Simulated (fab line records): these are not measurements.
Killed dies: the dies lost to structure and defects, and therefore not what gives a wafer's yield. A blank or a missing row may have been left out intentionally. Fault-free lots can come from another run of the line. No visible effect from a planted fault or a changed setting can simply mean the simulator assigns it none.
Which of the tools did it? -- flow sky130 -- 13 lots with 39 wafers sampled at 3 steps, on a route of 708 steps

## WHAT EACH GAUGE READ, for each wafer
SKY_POLY_CUT_CD_MEAS_08: target cd 270 nm. Usual: 270.6 nm for cd nm, sd 1.4.
lot,measured,on,cd nm (nm),flag
L739,day 25 08:13,cd sem-02,270.6 269.6 270.5,
L742,day 26 00:30,cd sem-02,270.2 271.5 269.3,
L743,day 26 02:03,cd sem-01,269.4 270.7 270.6,
L744,day 26 23:32,cd sem-01,272.9 272.9 274.1,
L745,day 27 02:59,cd sem-01,272.3 270.2 271.5,
L746,day 27 15:11,cd sem-01,270.7 271.3 269.6,
L748,day 27 21:55,cd sem-01,269.8 270.6 271.0,
L750,day 28 10:32,cd sem-01,273.9 274.4 273.2,
L752,day 29 20:26,cd sem-01,270.1 271.2 270.7,
L753,day 29 22:54,cd sem-01,270.2 271.6 270.2,
L760,day 32 04:21,cd sem-02,270.5 269.6 270.4,
L761,day 32 11:13,cd sem-01,269.6 269.0 269.7,
L762,day 32 20:28,cd sem-01,270.8 269.7 270.9,

## WHICH TOOL RAN EACH LOT (tool, then ch and the chambers of the sampled wafers, then the start)
lot,SKY_LDD_HVP_STRIP_09,SKY_POLY_CUT_DEVELOP_07
L739,"plasma asher-01 ch 0,1, day 22 18:12","litho track-03 ch 0, day 25 08:00"
L742,"plasma asher-04 ch 0,1, day 23 08:41","litho track-02 ch 0, day 26 00:00"
L743,"plasma asher-01 ch 0,1, day 23 10:15","litho track-02 ch 0, day 26 01:00"
L744,"plasma asher-04 ch 0,1, day 24 09:18","litho track-01 ch 0, day 26 23:00"
L745,"plasma asher-02 ch 0,1, day 24 12:52","litho track-03 ch 0, day 27 02:00"
L746,"plasma asher-01 ch 0,1, day 25 01:53","litho track-01 ch 0, day 27 15:00"
L748,"plasma asher-01 ch 0,1, day 25 08:43","litho track-01 ch 0, day 27 21:00"
L750,"plasma asher-04 ch 0,1, day 25 20:37","litho track-01 ch 0, day 28 10:00"
L752,"plasma asher-02 ch 0,1, day 27 08:43","litho track-01 ch 0, day 29 20:00"
L753,"plasma asher-01 ch 0,1, day 27 09:17","litho track-02 ch 0, day 29 22:00"
L760,"plasma asher-01 ch 0,1, day 29 18:08","litho track-02 ch 0, day 32 04:00"
L761,"plasma asher-02 ch 0,1, day 29 23:32","litho track-02 ch 0, day 32 11:00"
L762,"plasma asher-04 ch 0,1, day 30 09:50","litho track-03 ch 0, day 32 20:00"
- SKY_LDD_HVP_STRIP_09: strips in O2/N2.
- SKY_POLY_CUT_DEVELOP_07: develop time 60 s.

## AS READ BY THE TOOLS THEMSELVES (means over the sampled wafers that have a number; for cases with no such wafer, the mark the record gives instead)
SKY_LDD_HVP_STRIP_09. Usual: drypump motor current A 5.9 A, standard deviation 0.48; oes product au 0.409 a.u., standard deviation 0.0047; strip time to endpoint s 4.135 s, standard deviation 0.014.
lot,tool,drypump motor current A (A),oes product au (a.u.),strip time to endpoint s (s),flag
L739,plasma asher-01,6.4,0.409,4.139,
L742,plasma asher-04,5.6,0.413,4.110,
L743,plasma asher-01,6.5,0.408,4.118,
L744,plasma asher-04,5.5,0.406,4.130,
L745,plasma asher-02,5.4,0.410,4.120,
L746,plasma asher-01,6.5,0.410,4.137,
L748,plasma asher-01,6.4,0.411,4.136,
L750,plasma asher-04,5.5,0.408,4.148,
L752,plasma asher-02,5.4,0.413,4.132,
L753,plasma asher-01,6.4,0.408,4.133,
L760,plasma asher-01,6.5,0.409,4.141,
L761,plasma asher-02,5.4,0.410,4.153,
L762,plasma asher-04,5.6,0.411,4.134,

SKY_POLY_CUT_DEVELOP_07. Usual: 21.00 C for developer temp C, sd 0.097.
lot,tool,developer temp C (C),flag
L739,litho track-03,20.93,
L742,litho track-02,20.96,
L743,litho track-02,21.03,
L744,litho track-01,20.98,
L745,litho track-03,21.06,
L746,litho track-01,20.95,
L748,litho track-01,21.00,
L750,litho track-01,21.75,OFF
L752,litho track-01,21.94,OFF
L753,litho track-02,21.07,
L760,litho track-02,20.95,
L761,litho track-02,20.95,
L762,litho track-03,21.10,

## THE ANSWER, worked out from the rows above alone
Rule: lot off if the mean of its wafers having a number is beyond 3 standard deviations from the usual mean. Also off: a lot with no number at a reading for which 4 or more lots have one. The other lots that the step has rows for count as sound. The gauges are gone through in route order, then the tools' own readings, and for those a lot's mean is taken as printed above. The first step at which some lot is off is used, and at that step the reading that is off furthest; a lot without a number counts as furthest.
Off, at SKY_POLY_CUT_DEVELOP_07 on developer temp C: L750, L752.
A tool fits if, at that step or a process step before it, it ran every lot that is off, and no sound lot after the first of them. One fits: litho track-01 at SKY_POLY_CUT_DEVELOP_07. A fault onset in the window from L748 (day 27 21:00, its last sound lot) to L750 (day 28 10:00, its first lot off) fits.
The tool's own readings at SKY_POLY_CUT_DEVELOP_07 bear it out: on the lots that are off they differ by more than 5 times the standard deviation of the sound lots' means. developer temp C reads 21.84 C there against 21.00 C on the sound lots.

## WHAT THE SIMULATOR HAD PUT IN
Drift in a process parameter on litho track-01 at SKY_POLY_CUT_DEVELOP_07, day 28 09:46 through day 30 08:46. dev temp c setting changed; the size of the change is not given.
Shown lots that were struck: L750, L752. Same finding as the rule above.
